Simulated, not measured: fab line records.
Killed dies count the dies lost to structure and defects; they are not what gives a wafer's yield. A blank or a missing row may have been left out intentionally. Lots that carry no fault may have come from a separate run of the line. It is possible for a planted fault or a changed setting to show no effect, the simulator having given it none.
Split-lot trial | flow gf180mcu | 23 wafers read from 5 lots, route of 602 steps

## ABOUT THE SPLIT
At GF_HV_LDD_COAT_02 (resist thk 1000 nm), the setting spinRpm was moved away from the recipe's 3000 rpm on 10 of the 23 wafers read, by -4.6% to +7.1%. All remaining wafers had this setting at the recipe value.

Reading taken at the split's own step.

## THE READING
NOVOLAK_of_HV_LDD_COAT_02.thkNm (the simulator's own value, which no gauge read), in nm, at GF_HV_LDD_COAT_02 (resist thk 1000 nm). There is no usual value for it anywhere in the file. The 13 wafers here that ran the recipe average 999.2 nm, standard deviation 2.5 nm.

wafer  | tool, chamber at the split | spinRpm as run, rpm | against the recipe | NOVOLAK_of_HV_LDD_COAT_02.thkNm, nm | against lot-mates on the recipe
L075.1 | lithoTrack-01, 0           | 2931                | -2.3%              | 1015                                | +13.3
L075.4 | lithoTrack-01, 0           | 2931                | -2.3%              | 1015                                | +13.3
L075.3 | lithoTrack-01, 0           | 3000                | recipe             | 1001                                | -
L075.5 | lithoTrack-01, 0           | 3000                | recipe             | 1002                                | -
L075.6 | lithoTrack-01, 0           | 3000                | recipe             | 1002                                | -
L076.1 | lithoTrack-01, 0           | 2933                | -2.2%              | 1009                                | +8.2
L076.3 | lithoTrack-01, 0           | 2933                | -2.2%              | 1009                                | +8.2
L076.4 | lithoTrack-01, 0           | 3000                | recipe             | 999.6                               | -
L076.5 | lithoTrack-01, 0           | 2933                | -2.2%              | 1010                                | +9.2
L076.6 | lithoTrack-01, 0           | 3000                | recipe             | 1002                                | -
L079.2 | lithoTrack-01, 0           | 3000                | recipe             | 994.4                               | -
L079.5 | lithoTrack-01, 0           | 3000                | recipe             | 997                                 | -
L079.6 | lithoTrack-01, 0           | 3000                | recipe             | 999                                 | -
L082.1 | lithoTrack-01, 0           | 3213                | +7.1%              | 962.5                               | -33.8
L082.3 | lithoTrack-01, 0           | 3213                | +7.1%              | 959.7                               | -36.6
L082.4 | lithoTrack-01, 0           | 3000                | recipe             | 997.8                               | -
L082.5 | lithoTrack-01, 0           | 3000                | recipe             | 994.9                               | -
L082.6 | lithoTrack-01, 0           | 3213                | +7.1%              | 964.6                               | -31.7
L084.2 | lithoTrack-04, 0           | 3000                | recipe             | 1001                                | -
L084.3 | lithoTrack-04, 0           | 3000                | recipe             | 999.3                               | -
L084.4 | lithoTrack-04, 0           | 2861                | -4.6%              | 1025                                | +25.0
L084.5 | lithoTrack-04, 0           | 3000                | recipe             | 999.8                               | -
L084.6 | lithoTrack-04, 0           | 2861                | -4.6%              | 1024                                | +24.0

THE FIT
A straight line over all 23 wafers: NOVOLAK_of_HV_LDD_COAT_02.thkNm changes by -5.29 nm for each +1% of spinRpm; r = -0.99; the points scatter about the line by 2.5 nm.
The same after taking each lot's own level away (the mean of its wafers on the recipe; 23 wafers): -4.88 nm for each +1%; r = -0.99; scatter 1.8 nm.
That fit puts the effect of the largest move of spinRpm on the reading at 35 nm.
The span of the lots' own levels, 996.35 to 1001.67 nm, comes to 2.2 times the standard deviation stated above.
The two slopes agree, so the slope changes little with the lot-to-lot level.
Check: -34.8 nm against its lot-mates is what the line predicts for one of the wafers moved furthest among these (+7.1%) when that wafer is left out of the fit. It came out at -33.8 nm against them.

## ADDITIONAL SPLITS CARRIED BY THESE WAFERS
Note: prior to the reading, these wafers also went through further splits. Each is held against what the fit with the lots' levels taken away leaves over:
other split on the same wafers        | wafers away from the commonest value | r with NOVOLAK_of_HV_LDD_COAT_02.thkNm (lot level and that fit taken away)
GF_STI_COAT_07 resistThkNm            | 9                                    | +0.13
GF_STI_ETCH_14 biasW                  | 10                                   | +0.14
GF_NWELL_SOFTBAKE_03 tempC            | 9                                    | -0.13
GF_LVPWELL_IMPLANT_08 doseCm2         | 6                                    | +0.53
GF_VT_IMPLANT_COAT_02 spinRpm         | 7                                    | +0.16
GF_VT_IMPLANT_IMPLANT_08 energyKev    | 7                                    | +0.12
GF_VT_IMPLANT_SOFTBAKE_36 tempC       | 7                                    | +0.00
GF_VT_IMPLANT_DEVELOP_39 developTimeS | 3                                    | +0.11

## THE WHOLE CHAIN: every reading that the file lists as answering this split, in the file's order
step               | what it does       | reading                                                                          | change (the file's fit)              | r (the file's)
GF_HV_LDD_COAT_02  | resist thk 1000 nm | NOVOLAK_of_HV_LDD_COAT_02.thkNm (the simulator's own value, which no gauge read) | -4.92 nm for each +1% of the setting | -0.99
GF_HV_LDD_STRIP_10 | strips in O2/N2    | stripTimeToEndpointS                                                             | withheld for each +1% of the setting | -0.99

## FILE'S OWN FIT
NOVOLAK_of_HV_LDD_COAT_02.thkNm changes by -4.92 nm for each +1% of spinRpm, r = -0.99.
